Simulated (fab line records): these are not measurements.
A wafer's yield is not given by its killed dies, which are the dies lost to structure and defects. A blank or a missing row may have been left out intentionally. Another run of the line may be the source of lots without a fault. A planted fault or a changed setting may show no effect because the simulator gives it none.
Matching of chambers    flow sky130    SKY_VIA3_CMP_02 on cmp-01: 4 sister chambers
The step polishes SiO2. 8 wafers are shown with their chamber, then 12 later ones without.

== WAFERS PAIRED WITH THEIR CHAMBERS ==
wafer   chamber  motor_current_A (A)
L083.3  3        11.3
L084.2  2        12.3
L089.1  3        11.6
L089.2  0        13.1
L089.6  2        12.8
L090.3  1        11.6
L090.5  1        10.5
L090.6  0        12.8

== WAFERS WITHOUT THEIR CHAMBER ==
wafer   motor_current_A (A)
L092.1  12.2
L092.4  11.5
L092.5  12.3
L093.4  11.6
L093.5  11.9
L093.6  13.3
L095.1  11.3
L095.4  12.3
L095.6  12.1
L096.2  11.6
L096.4  12.5
L096.5  11.1

== WHICH CHAMBER EACH ONE RAN IN ==
wafer   from the rows above                in truth
L092.1  can't be placed: 2 or 0 or 3 or 1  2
L092.4  can't be placed: 3 or 1            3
L092.5  can't be placed: 2 or 0 or 3       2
L093.4  can't be placed: 3 or 1 or 2       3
L093.5  can't be placed: 3 or 2 or 1 or 0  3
L093.6  can't be placed: 0 or 2            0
L095.1  can't be placed: 3 or 1            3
L095.4  can't be placed: 2 or 0 or 3       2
L095.6  can't be placed: 2 or 3 or 0 or 1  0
L096.2  can't be placed: 3 or 1 or 2       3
L096.4  can't be placed: 2 or 0            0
L096.5  can't be placed: 1 or 3            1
0 of 12 placed correctly. Can't be placed from these rows: 12 (the true chamber is among the candidates in 12). Wrongly placed: 0.
How it was worked out, from the rows above alone: a wafer's distance from a chamber is the root of the sum, over the readings, of the square of ((its reading less the chamber's mean) divided by the reading's scatter). The wafer belongs to the nearest chamber; if the next one is less than 2 further off, it can't be placed. For every chamber, the mean is computed from those of its wafers that are shown. How the scatter is found: for the shown wafers, subtract from each reading the mean of its chamber, square and add these, divide the total by (wafers less chambers), then take the root.
